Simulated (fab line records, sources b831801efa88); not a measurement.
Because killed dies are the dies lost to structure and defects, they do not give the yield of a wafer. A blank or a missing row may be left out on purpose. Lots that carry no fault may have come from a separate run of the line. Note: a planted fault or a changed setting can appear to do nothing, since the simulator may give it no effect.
The tool behind it: which one? + flow gf180mcu + 30 wafers from 10 lots sampled at 3 of the route's 602 steps

## WHAT THE GAUGES READ, wafer by wafer
GF_POLY_GATE_THK_MEAS_01.
| lot  | measured     | on            | POLY_GATE_CVD_00_THK (nm) |
|------|--------------|---------------|---------------------------|
| L425 | day 9 10:13  | film-metro-03 | 199.7 199.8 199.8         |
| L427 | day 9 22:18  | film-metro-03 | 197.6 198.4 198.5         |
| L428 | day 10 03:25 | film-metro-03 | 199.5 200.4 201.0         |
| L430 | day 10 15:25 | film-metro-02 | 199.1 200.5 200.5         |
| L433 | day 11 02:35 | film-metro-02 | 172.8 173.0 172.1         |
| L434 | day 11 08:50 | film-metro-03 | 172.8 175.0 175.8         |
| L436 | day 12 01:47 | film-metro-01 | 174.0 176.2 174.1         |
| L444 | day 14 17:50 | film-metro-03 | 199.8 199.3 199.9         |
| L445 | day 14 17:50 | film-metro-01 | 199.6 197.8 197.6         |
| L446 | day 15 02:14 | film-metro-03 | 202.1 200.7 201.9         |

## TOOL THAT RAN EACH LOT (tool first, then ch and the chambers of the sampled wafers, then the start)
| lot  | GF_DUAL_GATE_STRIP_13                | GF_POLY_GATE_CVD_00         |
|------|--------------------------------------|-----------------------------|
| L425 | plasma-asher-03 ch 0,1, day 9 06:04  | lpcvd-01 ch 1, day 9 08:53  |
| L427 | plasma-asher-03 ch 0,1, day 9 14:28  | lpcvd-01 ch 0, day 9 20:58  |
| L428 | plasma-asher-02 ch 0,1, day 10 00:02 | lpcvd-02 ch 0, day 10 02:02 |
| L430 | plasma-asher-02 ch 0,1, day 10 12:01 | lpcvd-01 ch 0, day 10 14:04 |
| L433 | plasma-asher-01 ch 0,1, day 10 23:32 | lpcvd-01 ch 1, day 11 01:15 |
| L434 | plasma-asher-01 ch 0,1, day 11 05:48 | lpcvd-01 ch 0, day 11 07:31 |
| L436 | plasma-asher-02 ch 0,1, day 11 22:44 | lpcvd-01 ch 0, day 12 00:27 |
| L444 | plasma-asher-02 ch 0,1, day 14 09:37 | lpcvd-01 ch 0, day 14 16:29 |
| L445 | plasma-asher-02 ch 0,1, day 14 14:01 | lpcvd-01 ch 0, day 14 16:29 |
| L446 | plasma-asher-01 ch 0,1, day 14 18:51 | lpcvd-02 ch 0, day 15 00:55 |
- GF_DUAL_GATE_STRIP_13: strips in O2/N2.
- GF_POLY_GATE_CVD_00: deposits poly-Si, target thk 200 nm, time 1200 s.

## THE ANSWER, worked out from the rows above alone
Rule: the lots themselves supply what counts as usual. The widest of any qualifying gaps counts: lots, ordered by their means at a reading, are off when they make up no more than a third of the lots, leave a main group of 4 or more, and stand apart from it by 3 or more times the standard deviation of that group's means. A main group is skipped when, at the precision printed for the reading in the tables above, its means are all equal. A lot without any number at a reading at which 4 lots or more have one is off too. All remaining lots with rows at the step are treated as sound.
Off: L433, L434, L436, seen at GF_POLY_GATE_THK_MEAS_01 (POLY_GATE_CVD_00_THK). Mean 199.7 nm and standard deviation 1.1 in the main group.
A tool fits if, at a process step before that reading, it ran every lot that is off, and no sound lot after the first of them. Those tools and the gauges at GF_POLY_GATE_THK_MEAS_01 are tried in the same way. Not one of the candidates tried fits.

## WHAT HAD BEEN PUT IN BY THE SIMULATOR
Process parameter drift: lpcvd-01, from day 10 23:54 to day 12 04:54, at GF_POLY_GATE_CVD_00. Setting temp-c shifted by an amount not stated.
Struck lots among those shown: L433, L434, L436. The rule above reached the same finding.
